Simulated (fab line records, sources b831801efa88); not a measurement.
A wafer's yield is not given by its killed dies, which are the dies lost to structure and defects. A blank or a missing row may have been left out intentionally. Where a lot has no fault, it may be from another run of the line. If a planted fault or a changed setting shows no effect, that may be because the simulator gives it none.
Chamber matching + flow gf180mcu + 3 sister chambers for GF_V4_CVD_00 on hdpcvd-02
The step deposits SiO2, target thk 600 nm, time 100 s. 3 wafers are shown with their chamber, then 7 later ones without.

WAFERS, EACH WITH ITS CHAMBER
| wafer  | chamber | susceptor-temp-C (C) |
|--------|---------|----------------------|
| L576.6 | 2       | 400.16               |
| L579.2 | 0       | 400.05               |
| L579.4 | 1       | 400.23               |

WAFERS WITH NO CHAMBER GIVEN
| wafer  | susceptor-temp-C (C) |
|--------|----------------------|
| L579.5 | 400.23               |
| L580.1 | 399.95               |
| L580.3 | 400.17               |
| L580.6 | 400.18               |
| L582.1 | 400.12               |
| L582.5 | 399.87               |
| L582.6 | 400.12               |

CHAMBER TAKEN BY EACH
| wafer  | from the rows above          | in truth |
|--------|------------------------------|----------|
| L579.5 | can't be placed: 1 or 2      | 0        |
| L580.1 | can't be placed: 0 or 2      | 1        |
| L580.3 | can't be placed: 2 or 1 or 0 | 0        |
| L580.6 | can't be placed: 2 or 1 or 0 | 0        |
| L582.1 | can't be placed: 2 or 0 or 1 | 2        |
| L582.5 | can't be placed: 0 or 2      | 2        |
| L582.6 | can't be placed: 2 or 0 or 1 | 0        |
0 of 7 placed correctly. Cannot be placed on the basis of these rows: 7; the candidates contain the true chamber in 5. Number placed wrongly: 0.
How it was worked out, from the rows above alone: a wafer's distance from a chamber is the root of the sum, over the readings, of the square of ((its reading less the chamber's mean) divided by the reading's scatter). The wafer belongs to the nearest chamber; if the next one is less than 2 further off, it can't be placed. A chamber's mean is the mean of its shown wafers. The scatter: root of mean squared gap, hidden wafer to nearest shown wafer, with one shown wafer a chamber.
